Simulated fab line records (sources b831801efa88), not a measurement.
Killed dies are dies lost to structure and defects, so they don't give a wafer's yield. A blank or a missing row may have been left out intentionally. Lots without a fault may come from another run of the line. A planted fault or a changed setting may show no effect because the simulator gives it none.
2 desks looking at one fault | flow gf180mcu | what lay behind the numbers comes last; until then each desk has only its own

METROLOGY DESK
Lot by lot, what the gauges showed, no matter which tool ran the lot: averages of those sampled wafers that carry a number. Marked OUT: a lot whose mean sits more than 4 standard deviations from the usual mean, which makes it out of limits; the brackets give that distance.
Columns: A = NWELL_TW at GF_NWELL_TW_MEAS_11, usual 1571; B = VT_IMPLANT_OVL at GF_VT_IMPLANT_OVL_MEAS_07, usual -0.3 nm; C = VT_IMPLANT_3_TW at GF_VT_IMPLANT_TW_MEAS_32, usual 268.9
lot  | first seen here | A    | B    | C
L633 | day 3 10:34     | 1565 | 1.3  | 269.1
L637 | day 4 08:01     | 1570 | -0.1 | 270.3
L638 | day 4 10:35     | 1582 | 0.5  | 268.0
L639 | day 4 17:39     | 1566 | 1.4  | 267.4
L641 | day 5 02:46     | 1568 | -0.7 | 268.4
L642 | day 5 08:44     | 1574 | -1.2 | 270.1
L643 | day 5 16:49     | 1570 | 1.0  | 269.0
L644 | day 5 20:36     | 1566 | -1.4 | 270.1
L646 | day 6 06:43     | 1580 | -0.0 | 267.3
L648 | day 6 17:26     | 1563 | -1.9 | 271.2
L649 | day 7 01:51     | 1561 | -1.6 | 265.2
L654 | day 8 08:55     | 1577 | 1.1  | 299.4 (+18) OUT
L655 | day 8 16:20     | 1570 | -1.3 | 299.0 (+18) OUT
Finding of this desk: L654, L655 out of limits, first seen on L654 at day 12 23:44 (VT_IMPLANT_3_TW at GF_VT_IMPLANT_TW_MEAS_32). L633, L637, L638, L639, L641, L642, L643, L644, L646, L648, L649 stayed within limits.

TOOL OWNER'S DESK, implanter-04
The tool's own readings at GF_VT_IMPLANT_IMPLANT_30, given as means over the sampled wafers that have a number, one for each lot that went through this tool. Marked OUT: a lot whose mean sits more than 4 standard deviations from the usual mean, which makes it out of limits; the brackets give that distance.
Columns: A = beam energy keV at GF_VT_IMPLANT_IMPLANT_30, usual 25.000; B = dose ions cm2 at GF_VT_IMPLANT_IMPLANT_30, usual 2.534e+12; C = faraday current uA at GF_VT_IMPLANT_IMPLANT_30, usual 14.28
lot  | first seen here | A      | B                           | C
L633 | day 6 22:40     | 24.999 | 2.533e+12                   | 14.57
L637 | day 7 22:37     | 25.001 | 2.536e+12                   | 14.20
L641 | day 8 22:40     | 25.001 | 2.533e+12                   | 14.12
L643 | day 9 16:25     | 24.995 | 2.532e+12                   | 14.50
L649 | day 11 11:05    | 24.999 | 2.535e+12                   | 14.22
L654 | day 12 23:29    | 25.008 | 3.662e+12 (+99 or more) OUT | 20.79 (+23) OUT
L655 | day 13 07:30    | 24.997 | 3.663e+12 (+99 or more) OUT | 20.68 (+23) OUT
This desk's verdict: out of limits on L654, L655, starting with L654 at day 12 23:29 (dose ions cm2 at GF_VT_IMPLANT_IMPLANT_30). L633, L637, L641, L643, L649 stayed within limits.

ALL TOGETHER
On L654, L655, at day 12 23:29, an alarm was possible from the tool owner's desk.
On L654, L655, the metrology desk was in a position to raise an alarm at day 12 23:44.
All the named lots went through GF_VT_IMPLANT_IMPLANT_30 on implanter-04.

WHAT THE SIMULATOR PUT IN
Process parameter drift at GF_VT_IMPLANT_IMPLANT_30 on implanter-04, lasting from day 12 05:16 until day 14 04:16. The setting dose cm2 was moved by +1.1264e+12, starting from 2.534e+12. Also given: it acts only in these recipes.
Shown lots that were struck: L654, L655.
Fault start to first reading out of limits, in hours, per desk: tool owner, 18; metrology, 18.
